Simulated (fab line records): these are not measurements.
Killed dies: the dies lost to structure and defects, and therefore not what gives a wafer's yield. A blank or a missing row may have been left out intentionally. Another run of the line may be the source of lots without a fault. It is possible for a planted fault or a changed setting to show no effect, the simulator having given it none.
Which tool did it? + flow sky130 + 30 wafers from 10 lots sampled at 5 of the route's 708 steps

WHAT THE GAUGES READ, wafer by wafer
SKY_VIA2_THK_MEAS_23: measures by xrf.
| lot  | measured     | on            | VIA2_W_THK (nm) |
|------|--------------|---------------|-----------------|
| L953 | day 37 21:37 | film metro-01 | 433 434 427     |
| L954 | day 37 22:43 | film metro-01 | 436 438 430     |
| L956 | day 38 10:25 | film metro-04 | 427 426 421     |
| L958 | day 38 23:04 | film metro-01 | 435 433 434     |
| L963 | day 40 07:35 | film metro-01 | 425 433 434     |
| L960 | day 40 12:25 | film metro-03 | 420 428 427     |
| L964 | day 41 00:37 | film metro-01 | 435 431 432     |
| L970 | day 42 15:38 | film metro-04 | 439 432 432     |
| L971 | day 42 23:24 | film metro-04 | 443 443 446     |
| L972 | day 43 01:55 | film metro-03 | 423 427 429     |

SKY_PASSIVATION_THK_MEAS_03.
| lot  | measured     | on            | PASSIVATION_CVD_02_THK (nm) |
|------|--------------|---------------|-----------------------------|
| L953 | day 45 03:07 | film metro-03 | 538 536 548                 |
| L954 | day 45 04:13 | film metro-02 | 536 544 544                 |
| L956 | day 45 15:49 | film metro-04 | 538 537 541                 |
| L958 | day 46 02:44 | film metro-04 | 537 546 542                 |
| L963 | day 47 05:22 | film metro-03 | 540 555 598 539 555 598     |
| L960 | day 47 07:56 | film metro-04 | 539 576 540 539 575 540     |
| L964 | day 47 19:31 | film metro-02 | 528 530 544                 |
| L970 | day 49 01:41 | film metro-02 | 525 533 541                 |
| L971 | day 49 09:07 | film metro-03 | 535 542 544                 |
| L972 | day 49 10:52 | film metro-04 | 539 545 542                 |

EACH LOT AND THE TOOL THAT RAN IT (in order: tool; ch and the chambers of the sampled wafers; start)
| lot  | SKY_METAL2_DESCUM_17              | SKY_VIA2_ETCH_15                   | SKY_PASSIVATION_CVD_02          |
|------|-----------------------------------|------------------------------------|---------------------------------|
| L953 | rie metal-04 ch 0,1, day 36 17:07 | rie diel-03 ch 1,3, day 37 20:37   | pecvd-01 ch 0,1,2, day 45 02:54 |
| L954 | rie metal-01 ch 0,1, day 36 17:56 | rie diel-02 ch 1,2,3, day 37 21:43 | pecvd-04 ch 0,1, day 45 03:59   |
| L956 | rie metal-01 ch 1, day 37 05:34   | rie diel-03 ch 1,2, day 38 09:22   | pecvd-02 ch 0,1, day 45 15:35   |
| L958 | rie metal-04 ch 0,1, day 37 19:47 | rie diel-03 ch 2,3, day 38 22:04   | pecvd-04 ch 0,2, day 46 02:29   |
| L963 | rie metal-04 ch 0,1, day 39 03:58 | rie diel-02 ch 1,3, day 40 06:31   | pecvd-04 ch 0,2, day 47 05:07   |
| L960 | rie metal-01 ch 1, day 39 09:07   | rie diel-03 ch 2,3, day 40 11:16   | pecvd-04 ch 0,1,2, day 47 07:43 |
| L964 | rie metal-02 ch 0,1, day 39 22:46 | rie diel-03 ch 0,2,3, day 40 23:40 | pecvd-01 ch 0,2, day 47 19:11   |
| L970 | rie metal-04 ch 0,1, day 41 13:31 | rie diel-03 ch 0,2,3, day 42 14:37 | pecvd-02 ch 1,2, day 49 01:27   |
| L971 | rie metal-01 ch 0,1, day 41 21:08 | rie diel-02 ch 0,2,3, day 42 22:19 | pecvd-02 ch 0,1, day 49 08:52   |
| L972 | rie metal-02 ch 0,1, day 41 23:25 | rie diel-02 ch 0,3, day 43 00:31   | pecvd-01 ch 0,1,2, day 49 10:38 |
- SKY_METAL2_DESCUM_17: chemistry O2, time 8 s.
- SKY_VIA2_ETCH_15: etches SiO2 in C4F8/O2/Ar, stops on TiN, target depth 546 nm, time 84 s.
- SKY_PASSIVATION_CVD_02: deposits Si3N4, target thk 540 nm.

AS READ BY THE TOOLS THEMSELVES (means over the sampled wafers that have a number; for cases with no such wafer, the mark the record gives instead)
SKY_METAL2_DESCUM_17.
| lot  | tool         | drypump motor current A (A) | oes product au (a.u.) |
|------|--------------|-----------------------------|-----------------------|
| L953 | rie metal-04 | 5.4                         | 0.996                 |
| L954 | rie metal-01 | 6.1                         | 0.992                 |
| L956 | rie metal-01 | 6.3                         | 0.980                 |
| L958 | rie metal-04 | 5.5                         | 1.001                 |
| L963 | rie metal-04 | 5.5                         | 0.993                 |
| L960 | rie metal-01 | 6.3                         | 0.985                 |
| L964 | rie metal-02 | 6.2                         | 0.993                 |
| L970 | rie metal-04 | 5.5                         | 0.991                 |
| L971 | rie metal-01 | 6.2                         | 0.993                 |
| L972 | rie metal-02 | 6.1                         | 0.995                 |

SKY_VIA2_ETCH_15.
| lot  | tool        | oes product au (a.u.) |
|------|-------------|-----------------------|
| L953 | rie diel-03 | 0.941                 |
| L954 | rie diel-02 | 0.942                 |
| L956 | rie diel-03 | 0.941                 |
| L958 | rie diel-03 | 0.940                 |
| L963 | rie diel-02 | 0.939                 |
| L960 | rie diel-03 | 0.942                 |
| L964 | rie diel-03 | 0.939                 |
| L970 | rie diel-03 | 0.938                 |
| L971 | rie diel-02 | 0.934                 |
| L972 | rie diel-02 | 0.939                 |

SKY_PASSIVATION_CVD_02.
| lot  | tool     | heater power outer w (W) | heater power w (W) |
|------|----------|--------------------------|--------------------|
| L953 | pecvd-01 | 383                      | 663                |
| L954 | pecvd-04 | 372                      | 639                |
| L956 | pecvd-02 | 434                      | 721                |
| L958 | pecvd-04 | 431                      | 717                |
| L963 | pecvd-04 | 451                      | 769                |
| L960 | pecvd-04 | 447                      | 776                |
| L964 | pecvd-01 | 411                      | 685                |
| L970 | pecvd-02 | 451                      | 726                |
| L971 | pecvd-02 | 414                      | 710                |
| L972 | pecvd-01 | 446                      | 752                |

THE ANSWER, worked out from the rows above alone
Rule: the usual values come from the lots themselves. Put in order of their means at a reading, lots are off if they are a third of the lots or fewer, leave a main group of 4 or more, and stand apart from it by a gap of 3 or more times the standard deviation of the main group's means; of several such gaps the widest counts. Not used: any main group whose means are identical at the precision the tables above print for the reading. A lot without any number at a reading at which 4 lots or more have one is off too. All remaining lots with rows at the step are treated as sound. After the gauges, taken in route order, come the tools' own readings; for these a lot's mean is taken, as printed above. At the first step where some lot is off, the reading lying furthest off is the one used; lots without a number count as furthest.
No lot is off on any of the readings shown, so nothing can be concluded from this.

WHAT THE SIMULATOR HAD PUT IN
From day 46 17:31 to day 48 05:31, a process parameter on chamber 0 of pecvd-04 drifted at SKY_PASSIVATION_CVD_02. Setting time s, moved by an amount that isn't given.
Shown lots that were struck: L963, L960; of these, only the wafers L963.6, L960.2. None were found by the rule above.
